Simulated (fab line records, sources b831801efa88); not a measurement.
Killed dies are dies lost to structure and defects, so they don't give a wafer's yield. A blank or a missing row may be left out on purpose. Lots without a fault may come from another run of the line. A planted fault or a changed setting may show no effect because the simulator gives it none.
One fault seen from 2 desks | flow gf180mcu | each desk has only its own numbers; what lay behind them comes last

THE METROLOGY DESK
What the gauges read, lot by lot, whatever tool the lot ran on: means of the sampled wafers that have a number. A lot is out of limits, marked OUT, if its mean lies more than 4 standard deviations from the usual mean; the brackets give that distance.
Columns: A = V5_BOW at GF_V5_BOW_MEAS_05, usual 134 um; B = cd_nm at GF_V5_CD_MEAS_14, usual 259.5 nm; C = V5_OVL at GF_V5_OVL_MEAS_15, usual -3 nm
lot  | first seen here | A   | B     | C
L744 | day 27 06:17    | 126 | 261.4 | -8
L748 | day 28 18:21    | 123 | 258.2 | 1
L756 | day 30 17:14    | 142 | 258.8 | -7
L757 | day 30 23:43    | 130 | 258.8 | -4
L763 | day 32 10:54    | 142 | 259.4 | 6
L765 | day 32 22:08    | 129 | 261.7 | -7
This desk's finding: nothing out of limits on any of the 6 lots.

THE TOOL OWNER'S DESK: rie_diel-01
The tool's own readings at GF_V5_ETCH_17 (etches SiO2 in C4F8/O2/Ar, stops on TiN, target depth 855 nm): means of the sampled wafers that have a number, for each lot that ran on this tool. A lot is out of limits, marked OUT, if its mean lies more than 4 standard deviations from the usual mean; the brackets give that distance.
Columns: A = oes_product_au at GF_V5_ETCH_17, usual 0.860 a.u.; B = rf_fwd_power_W at GF_V5_ETCH_17, usual 1493 W
lot  | first seen here | A     | B
L744 | day 28 01:00    | 0.858 | 1491
L748 | day 29 14:00    | 0.858 | 1492
L756 | day 31 11:00    | 0.862 | 1734 (+52) OUT
L757 | day 31 18:00    | 0.858 | 1729 (+51) OUT
This desk's finding: out of limits on L756, L757; first on L756, day 31 11:00 (rf_fwd_power_W at GF_V5_ETCH_17). In limits: L744, L748.

PUT TOGETHER
The tool owner's desk could have raised an alarm at day 31 11:00, on L756, L757.
The metrology desk saw nothing out of limits.
The metrology desk has L756, L757 on record, within its limits.
Of the lots named, all ran GF_V5_ETCH_17 on rie_diel-01.

WHAT THE SIMULATOR HAD PUT IN
Process parameter drift: rie_diel-01, from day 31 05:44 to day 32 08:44, at GF_V5_ETCH_17. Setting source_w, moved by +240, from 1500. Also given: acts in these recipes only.
Lots struck among those shown: L756, L757.
Hours from the fault's start to each desk's first reading out of limits: the tool owner's desk, 5.
